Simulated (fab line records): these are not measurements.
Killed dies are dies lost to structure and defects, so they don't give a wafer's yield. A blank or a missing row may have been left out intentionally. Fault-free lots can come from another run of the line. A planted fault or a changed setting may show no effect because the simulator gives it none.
fab line records ; flow sky130 ; part 2 of 2: steps 35 to 46 of 46
record: lots: 5; wafers: 15; lastDay: 51
route steps=708 shown LDD_HVP@284 LDD_LDN@289 SPACER@304 POLY_CUT@307 SD_P@320
lots untouched by any fault: they come from a run of this same line in which no faults occurred
startH: the number of hours between the record's first day and the start of the first shown wafer of the lot ; waitH: hours from the lot's prior step to this one ; " same as the row above ; L1.1+2: several wafers, shown together as one row ; - value missing, or start not given ; * or withheld: withheld ; < > ~ a bound
route shown NAME@n: a module of which the file shows steps, and the number in the route of the first ; usual: mean/standard deviation taken from wafers without a fault ; same: alike in all rows ; chamber/n: place in a boat ; sites: the reading at each site ; _std_site: standard deviation across them ; _edge_site: outer sites' mean less inner sites' ; radiusMm: how far each site lies from the wafer's centre ; mask NAME#n: copy n ; behind: tool/chamber where the wafer was last shaped ; hold: what put the lot on hold/how long, in hours/how the hold closed ; device: whichever transistor did not switch (one of n, p or np) ; end of line: at the end of the route, the tests of the same wafers ; step lacking rows: just its recipe ; killed: the dies lost at the first sort to structure and to defects; this is not the yield of the wafer ; map: dies across one wafer; x = killed, . = not, _ = none there
set.NAME: the run value of the setting; set.NAME@STEP: its run value at that earlier step ; model.NAME: the simulator's own value behind a step, which no gauge read
lots seen at some steps along the route; tables by step, rows by wafer
services: when a tool's chamber went out of use (startH, in hours from the record's first day, below 0 if earlier), for how many hours, and the reason
== steps ==
step: SKY_POLY_CUT_ETCH_11
recipe: target: Si3N4; chemistry: CF4/CH2F2/Ar; stopOn: poly-Si; sourceW: 600; biasW: 150; pressureMtorr: 40; cf4FlowSccm: 40; ch2f2FlowSccm: 20; Ar_flow_sccm: 150; timeS: 42.5; targetDepthA: 600
usual: drypumpMotorCurrentA: 5.6/0.47; oesProductAu: 0.828/0.0055; throttleValvePct: 14.993/0.0086
lot.wafer;tool;chamber;startH;waitH;drypumpMotorCurrentA;oesProductAu;rfHoursCounterH;throttleValvePct
L083.1;rieDiel-02;2;658.29;0.0;5.9;0.825;12;14.983
L083.4;rieDiel-02;0;658.29;0.0;5.3;0.829;13;15.002
L083.5;rieDiel-02;3;658.29;0.0;5.3;0.834;-;14.991
L085.1;rieDiel-01;3;668.12;0.0;6.0;0.843;1;15.004
L085.3;rieDiel-01;2;668.12;0.0;5.9;0.831;9;14.990
L085.6;rieDiel-01;3;668.12;0.0;6.0;0.827;-;14.982
L087.4;rieDiel-01;3;687.12;0.0;5.9;0.823;1;14.982
L087.5;rieDiel-01;0;687.12;0.0;5.8;0.826;-;14.992
L087.6;rieDiel-01;1;687.12;0.0;6.3;0.827;-;14.995
L094.1;rieDiel-02;1;741.87;0.0;5.0;0.818;5;14.987
L094.2;rieDiel-02;3;741.87;0.0;5.2;0.825;0;14.984
L094.6;rieDiel-02;2;741.87;0.0;5.9;0.838;-;14.980
L097.1;rieDiel-04;3;752.09;0.0;5.9;0.831;14;15.006
L097.2;rieDiel-04;2;752.09;0.0;5.4;0.828;8;15.007
L097.5;rieDiel-04;0;752.09;0.0;6.2;0.826;-;15.003
step: SKY_POLY_CUT_STRIP_12
recipe: chemistry: O2/N2; powerW: 1400; pressureMtorr: 1500; platenTempC: withheld; o2FlowSccm: 3000; n2FlowSccm: 300; overashFraction: 0.5
usual: drypumpMotorCurrentA: 5.7/0.5; oesProductAu: 0.452/0.0047; stripTimeToEndpointS: 5.350/0.015
lot.wafer;tool;chamber;startH;waitH;drypumpMotorCurrentA;oesProductAu;rfHoursCounterH;stripTimeToEndpointS
L083.1;plasmaAsher-01;0;658.33;0.0;5.0;0.453;54;5.311
L083.4;plasmaAsher-01;1;658.33;0.0;5.8;0.448;-;5.340
L083.5;plasmaAsher-01;1;658.33;0.0;5.8;0.459;-;5.328
L085.1;plasmaAsher-04;0;668.16;0.0;6.4;0.447;96;5.350
L085.3;plasmaAsher-04;1;668.16;0.0;6.1;0.452;-;5.334
L085.6;plasmaAsher-04;0;668.16;0.0;6.4;0.454;-;5.352
L087.4;plasmaAsher-02;0;687.20;0.1;5.5;0.455;-;5.347
L087.5;plasmaAsher-02;0;687.20;0.1;5.5;0.450;-;5.337
L087.6;plasmaAsher-02;1;687.20;0.1;5.2;0.448;-;5.347
L094.1;plasmaAsher-02;1;741.91;0.0;5.1;0.450;92;5.323
L094.2;plasmaAsher-02;0;741.91;0.0;5.4;0.455;92;5.343
L094.6;plasmaAsher-02;0;741.91;0.0;5.5;0.447;-;5.339
L097.1;plasmaAsher-04;0;752.13;0.0;6.4;0.449;1;5.340
L097.2;plasmaAsher-04;1;752.13;0.0;6.1;0.453;1;5.340
L097.5;plasmaAsher-04;1;752.13;0.0;6.1;0.442;-;5.349
step: SKY_SD_P_DEHYDRATE_00
recipe: tempC: 200; timeS: 60
lot.wafer;tool;chamber;startH;waitH
L083.1+4+5;lithoTrack-01;0;671.97;13.6
L085.1+3+6;lithoTrack-04;0;682.19;14.0
L087.4+5+6;lithoTrack-04;0;700.97;13.7
L094.1+2+6;lithoTrack-04;0;754.69;12.7
L097.1+2+5;lithoTrack-01;0;765.27;13.1
step: SKY_SD_P_HMDS_01
recipe: primeTimeS: 60; primeTempC: 120
lot.wafer;tool;chamber;startH;waitH
L083.1+4+5;lithoTrack-01;0;672.12;0.1
L085.1+3+6;lithoTrack-04;0;682.34;0.1
L087.4+5+6;lithoTrack-04;0;701.12;0.1
L094.1+2+6;lithoTrack-04;0;754.84;0.1
L097.1+2+5;lithoTrack-01;0;765.42;0.1
step: SKY_SD_P_COAT_02
recipe: resist: NOVOLAK; spinRpm: 3000; resistThkNm: 1140
lot.wafer;tool;chamber;startH;waitH
L083.1+4+5;lithoTrack-01;0;672.27;0.1
L085.1+3+6;lithoTrack-04;0;682.49;0.1
L087.4+5+6;lithoTrack-04;0;701.27;0.1
L094.1+2+6;lithoTrack-04;0;754.99;0.1
L097.1+2+5;lithoTrack-01;0;765.57;0.1
step: SKY_SD_P_SOFTBAKE_03
recipe: tempC: 90; timeS: 60; resist: NOVOLAK
lot.wafer;tool;chamber;startH;waitH
L083.1+4+5;lithoTrack-01;0;672.42;0.1
L085.1+3+6;lithoTrack-04;0;682.64;0.1
L087.4+5+6;lithoTrack-04;0;701.42;0.1
L094.1+2+6;lithoTrack-04;0;755.14;0.1
L097.1+2+5;lithoTrack-01;0;765.72;0.1
step: SKY_SD_P_EXPOSE_04
recipe: maskId: PSDM; na: 0.6; sourceShape: conventional; sigmaOuter: 0.6; polarization: unpolarized; targetCdNm: 380; doseMj: 138
lot.wafer;tool;chamber;startH;waitH;mask
L083.1+4+5;ilineStepper-02;0;-;-;PSDM#0
L085.1+3+6;ilineStepper-01;0;-;-;PSDM#0
L087.4+5+6;ilineStepper-01;0;-;-;PSDM#0
L094.1+2+6;ilineStepper-02;0;-;-;PSDM#0
L097.1+2+5;ilineStepper-02;0;-;-;PSDM#0
step: SKY_SD_P_PEB_05
recipe: tempC: withheld; timeS: *; resist: NOVOLAK
lot.wafer;tool;chamber;startH;waitH
L083.1+4+5;lithoTrack-02;0;-;-
L085.1+3+6;lithoTrack-01;0;-;-
L087.4+5+6;lithoTrack-01;0;-;-
L094.1+2+6;lithoTrack-04;0;-;-
L097.1+2+5;lithoTrack-04;0;-;-
step: SKY_SD_P_DEVELOP_06
recipe: resist: NOVOLAK; developer: TMAH; developTimeS: 60; devTempC: 23
lot.wafer;tool;chamber;startH;waitH
L083.1+4+5;lithoTrack-02;0;686.91;0.1
L085.1+3+6;lithoTrack-01;0;696.92;0.1
L087.4+5+6;lithoTrack-01;0;716.05;0.1
L094.1+2+6;lithoTrack-04;0;768.74;0.1
L097.1+2+5;lithoTrack-04;0;779.49;0.1
step: SKY_SD_P_CD_MEAS_07
recipe: targetCdNm: 380
usual: cdNm: 379.2/2.5
lot.wafer;tool;chamber;startH;waitH;cdNm
L083.1;cdSem-01;-;687.06;0.1;379.4
L083.4;cdSem-01;-;687.06;0.1;379.6
L083.5;cdSem-01;-;687.06;0.1;378.1
L085.1;cdSem-02;-;697.07;0.1;376.6
L085.3;cdSem-02;-;697.07;0.1;375.1
L085.6;cdSem-02;-;697.07;0.1;375.7
L087.4;cdSem-02;-;716.18;0.1;377.3
L087.5;cdSem-02;-;716.18;0.1;374.3
L087.6;cdSem-02;-;716.18;0.1;375.1
L094.1;cdSem-02;-;768.89;0.1;381.0
L094.2;cdSem-02;-;768.89;0.1;381.8
L094.6;cdSem-02;-;768.89;0.1;384.0
L097.1;cdSem-01;-;779.64;0.1;375.7
L097.2;cdSem-01;-;779.64;0.1;376.3
L097.5;cdSem-01;-;779.64;0.1;380.3
step: SKY_SD_P_OVL_MEAS_08
usual: SD_P_OVL: 0.9/1.5
lot.wafer;tool;chamber;startH;waitH;SD_P_OVL[nm]
L083.1;overlay-02;-;687.18;0.1;1.8
L083.4;overlay-02;-;687.18;0.1;0.9
L083.5;overlay-02;-;687.18;0.1;1.2
L085.1;overlay-02;-;697.19;0.1;0.0
L085.3;overlay-02;-;697.19;0.1;-1.0
L085.6;overlay-02;-;697.19;0.1;0.4
L087.4;overlay-02;-;716.26;0.1;0.4
L087.5;overlay-02;-;716.26;0.1;-0.9
L087.6;overlay-02;-;716.26;0.1;-1.0
L094.1;overlay-02;-;769.01;0.1;1.4
L094.2;overlay-02;-;769.01;0.1;2.1
L094.6;overlay-02;-;769.01;0.1;2.1
L097.1;overlay-02;-;779.76;0.1;3.2
L097.2;overlay-02;-;779.76;0.1;1.4
L097.5;overlay-02;-;779.76;0.1;1.6
step: SKY_SD_P_IMPLANT_09
recipe: species: BF2; energyKev: 20; doseCm2: 3e+15; tiltDeg: 0
lot.wafer;tool;chamber;startH;waitH
L083.1+4+5;implanter-01;0;687.22;0.0
L085.1+3+6;implanter-04;0;697.23;0.0
L087.4+5+6;implanter-02;0;716.36;0.1
L094.1+2+6;implanter-02;0;769.05;0.0
L097.1+2+5;implanter-01;0;779.80;0.0
== services ==
tool;chamber;startH;hours;kind
plasmaAsher-02;-;574.75;14.6;pm
rieDiel-01;-;623.73;14.6;pm
plasmaAsher-02;-;635.27;2.8;pm
ilineStepper-01;-;642.06;8.8;repair
implanter-04;-;649.92;3.7;pm
ilineStepper-02;-;652.70;1.7;pm
implanter-03;-;657.75;1.3;repair
rieDiel-02;3;659.43;1.2;repair
implanter-03;-;677.40;3.3;repair
ilineStepper-01;-;679.17;1.7;pm
rieDiel-02;-;684.87;1.1;repair
plasmaAsher-01;-;690.53;2.8;pm
krfScanner-01;-;702.81;1.3;pm
krfScanner-01;-;705.11;1.4;repair
krfScanner-01;-;714.26;1.0;pm
krfScanner-01;-;721.25;0.8;pm
plasmaAsher-04;-;733.75;9.0;pm
ilineStepper-01;-;744.85;3.5;repair
rieDiel-01;2;746.35;3.0;repair
rieDiel-02;-;748.10;0.9;repair
krfScanner-01;-;752.44;2.8;repair
krfScanner-01;-;759.45;6.3;repair
plasmaAsher-04;-;776.10;7.5;repair
rieDiel-01;1;779.37;3.6;repair
